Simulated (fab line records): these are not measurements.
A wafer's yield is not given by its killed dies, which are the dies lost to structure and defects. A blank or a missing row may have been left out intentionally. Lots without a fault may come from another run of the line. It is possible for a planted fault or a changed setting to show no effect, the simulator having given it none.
Comparing a struck lot with a sound one | flow sky130 | 18 out of 708 route steps
Sound: these wafers, L663.1, L663.5, L663.6. Wafers struck: L681.2, L681.3, L681.6. The cause is given at the end.
At each step with rows: each side's tool, then ch and its chambers, then its first start. Under that, the readings that differ: sound wafers | struck wafers | difference of the means | sigmas: that difference in standard deviations of wafers without a fault.
alike: same words and numbers on both sides, and readings whose means sit less than 2 such deviations apart. not compared: any withheld reading, any reading some wafer has no value for, any bound like >300 that may hide the same value, and any number with overlapping values for which the record gives no deviation.
A row with sigmas, a row that says differs or no value, or rows on one side alone: a step with any of these is where the two part. When numbers do not overlap yet have no deviation, they are printed without sigmas and do not part them. A reading missing from all wafers of one side parts the sides only when that side holds two or more wafers.

first, 3 steps without rows for these wafers: SKY_SONOS_ONO_WET_ETCH_18 (etches Si3N4 in H3PO4, target depth 15 nm, time 172 s); SKY_GATE_OXIDE_CLEAN_00 (cleans in SC1/SC2, time 150 s); SKY_GATE_OXIDE_OXIDATION_01 (stabilise 600 s, purge 300 s, target thk 10.268 nm).
SKY_GATE_OXIDE_THK_MEAS_02:
  sound on filmMetro-02, day 13 07:12; struck on filmMetro-02, day 19 04:34
  alike: GATE_OXIDE_OXIDATION_00_THK
then, 7 steps without rows for these wafers: SKY_GATE_OXIDE_DEHYDRATE_03 (time 60 s); SKY_GATE_OXIDE_HMDS_04 (prime time 60 s); SKY_GATE_OXIDE_COAT_05 (resist thk 1140 nm); SKY_GATE_OXIDE_SOFTBAKE_06 (time 60 s); SKY_GATE_OXIDE_EXPOSE_07 (exposes mask LVOM, target cd 600 nm); SKY_GATE_OXIDE_PEB_08; SKY_GATE_OXIDE_DEVELOP_09 (develop time 60 s).
SKY_GATE_OXIDE_OVL_MEAS_10:
  sound on overlay-01, day 14 08:23; struck on overlay-01, day 20 11:56
  alike: GATE_OXIDE_OVL
SKY_GATE_OXIDE_IMPLANT_11:
  sound on implanter-01 ch 0, day 14 08:25; struck on implanter-04 ch 0, day 20 11:59
reading          | sound                            | struck                           | difference  | sigmas
doseIonsCm2      | 2.6028e+12 2.6052e+12 2.6021e+12 | 1.4993e+12 1.5017e+12 1.5038e+12 | -1.1018e+12 | -99 or more
faradayCurrentUA | 15.1 14.3 14.5                   | 8.1 8.9 8.1                      | -6.3        | -20
  alike: beamEnergyKeV, beamOnS
then, 1 step without rows for these wafers: SKY_GATE_OXIDE_WET_ETCH_12 (etches SiO2 in dHF, target depth 16.8 nm, time 336 s).
SKY_GATE_OXIDE_STRIP_13: strips in O2/N2.
  sound on plasmaAsher-03 ch 0,1, day 14 08:40; struck on plasmaAsher-03 ch 0,1, day 20 12:13
  alike: drypumpMotorCurrentA, oesProductAu, stripTimeToEndpointS
  not compared: rfHoursCounterH
SKY_GATE_OXIDE_TW_MEAS_14:
  sound on filmMetro-02, day 14 08:46; struck on filmMetro-04, day 20 12:19
reading       | sound             | struck            | difference | sigmas
GATE_OXIDE_TW | 227.0 228.2 228.3 | 193.2 193.7 192.3 | -34.8      | -19
then, 1 step without rows for these wafers: SKY_GATE_OXIDE_CLEAN_15 (cleans in SC1/SC2, time 150 s).
-- the record jumps here: 30 days lie between the struck wafers' starts before and after (it left off in module GATE_OXIDE and takes up again in module PAD_OPEN, whose first step shown is number 708 of the route) --
SKY_PAD_OPEN_PROBE_99:
  sound on prober-01, day 46 09:22; struck on prober-01, day 50 05:32
reading                                 | sound             | struck            | difference | sigmas
model.etest.tipP.rsOhmSq                | 6940 6852 6886    | 7402 7374 7396    | +498       | 
model.etest.pfet_01v8.rOnOhmUm          | 2927 2915 2964    | 3148 3215 3153    | +237       | 
model.etest.nfet_01v8_lvt.driveUaUm     | 555.6 566 559.4   | 679.5 659.4 663.5 | +107.1     | 
model.etest.nfet_01v8.driveUaUm         | 486.8 490.4 485   | 598 583.2 587     | +102       | 
model.etest.nfet_01v8_turned.driveUaUm  | 490.8 490.6 489.4 | 599.2 578.9 586.3 | +97.9      | 
model.etest.nfet_01v8_swapped.driveUaUm | 489.4 488.4 489.5 | 595.2 580 591.3   | +99.7      | 
model.etest.sramNfetPass.driveUaUm      | 490.4 481.8 478.2 | 584.1 552.2 564.1 | +83.3      | 
model.etest.pfet_01v8_lvt.driveUaUm     | 175 175.4 174.5   | 129.2 128.3 129.5 | -46.0      | 
  alike: killed_at_M0_to_M3, killed_at_M4_up, killedAtContacts, killedAtFrontEnd, killedAtOther, killedDies, killedOpen, killedShort

## WHERE THEY PART
Earliest at SKY_GATE_OXIDE_IMPLANT_11; latest, in this record, at SKY_GATE_OXIDE_TW_MEAS_14. Later steps at which nothing parts them and some readings are alike: SKY_PAD_OPEN_PROBE_99.

WHY: whatever the simulator had introduced
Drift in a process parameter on implanter-04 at SKY_GATE_OXIDE_IMPLANT_11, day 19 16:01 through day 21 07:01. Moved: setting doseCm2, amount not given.
